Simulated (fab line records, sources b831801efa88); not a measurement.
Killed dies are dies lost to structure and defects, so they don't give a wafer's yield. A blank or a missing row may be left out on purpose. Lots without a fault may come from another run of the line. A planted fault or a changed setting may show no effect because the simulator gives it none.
A sampling plan put to the test | flow sky130 | one fab line, 8 faults that these records tell of, each judged on the records of the lots that it struck
The plan is the line's own looks: the steps of the route at which a gauge or an inspection reads the wafer and doesn't change it. A look can be judged if struck wafers have a number there and the file gives its usual mean and standard deviation on fault-free wafers. Caught: at a look after the fault's first step, the mean of the struck wafers lies 4 or more of those standard deviations (sigma) from the usual mean. On the tool: the same test on the tool's own readings at the fault's steps. Another recipe on the struck wafers, or a record that is blank for them alone, also counts as caught.

THE FAULTS, as the simulator had put them in
1. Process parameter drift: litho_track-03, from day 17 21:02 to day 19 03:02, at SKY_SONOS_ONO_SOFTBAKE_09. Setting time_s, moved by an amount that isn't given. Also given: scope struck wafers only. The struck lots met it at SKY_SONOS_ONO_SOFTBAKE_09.
2. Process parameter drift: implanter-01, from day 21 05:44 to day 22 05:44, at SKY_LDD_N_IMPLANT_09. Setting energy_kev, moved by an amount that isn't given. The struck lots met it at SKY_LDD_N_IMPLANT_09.
3. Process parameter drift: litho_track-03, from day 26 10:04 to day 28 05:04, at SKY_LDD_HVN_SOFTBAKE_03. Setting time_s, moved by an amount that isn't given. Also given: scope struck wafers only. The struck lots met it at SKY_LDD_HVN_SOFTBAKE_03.
4. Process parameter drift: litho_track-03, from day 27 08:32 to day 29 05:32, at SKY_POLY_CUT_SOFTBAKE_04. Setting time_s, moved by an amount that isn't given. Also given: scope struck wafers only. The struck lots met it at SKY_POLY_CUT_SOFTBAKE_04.
5. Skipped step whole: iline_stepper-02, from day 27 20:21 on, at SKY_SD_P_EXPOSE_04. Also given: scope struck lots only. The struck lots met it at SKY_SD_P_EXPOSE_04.
6. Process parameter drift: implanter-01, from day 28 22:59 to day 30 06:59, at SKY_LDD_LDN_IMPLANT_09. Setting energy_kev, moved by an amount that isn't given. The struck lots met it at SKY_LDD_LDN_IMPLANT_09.
7. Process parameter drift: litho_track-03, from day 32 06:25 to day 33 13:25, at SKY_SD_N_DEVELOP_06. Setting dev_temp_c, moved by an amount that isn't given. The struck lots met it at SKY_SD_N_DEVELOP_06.
8. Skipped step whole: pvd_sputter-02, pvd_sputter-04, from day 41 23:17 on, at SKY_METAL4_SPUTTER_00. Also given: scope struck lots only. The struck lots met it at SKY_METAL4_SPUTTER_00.

WHAT THE PLAN SAW
fault | on the tool itself                               | first look that catches it                      | reading, sigma | median hours from its first step to that look | hours from the fault's start to the first struck lot there | judged looks passed uncaught
1     | heater_power_total_W +53 sigma                   | no look after it can be judged                  | -              | -                                             | -                                                          | 0
2     | beam_energy_keV -99 or beyond sigma              | no look after it can be judged                  | -              | -                                             | -                                                          | 0
3     | run_length_s -24 sigma                           | no look after it can be judged                  | -              | -                                             | -                                                          | 0
4     | run_length_s -57 sigma                           | none of the 2 looks that can be judged after it | -              | -                                             | -                                                          | 2
5     | no reading that can be judged                    | not the one look that can be judged after it    | -              | -                                             | -                                                          | 1
6     | beam_energy_keV +99 or beyond sigma              | not the one look that can be judged after it    | -              | -                                             | -                                                          | 1
7     | developer_temp_C -20 sigma                       | no look after it can be judged                  | -              | -                                             | -                                                          | 0
8     | the tool's record is blank for the struck wafers | no look after it can be judged                  | -              | -                                             | -                                                          | 0
A dash: the fault isn't caught, or these records don't give the number.

Caught at a look: 0 of 8. Caught on the tool: 7 of 8. By one or the other: 7 of 8.
Caught on the tool alone: faults 1, 2, 3, 4, 6, 7, 8.
Caught by neither: fault 5.
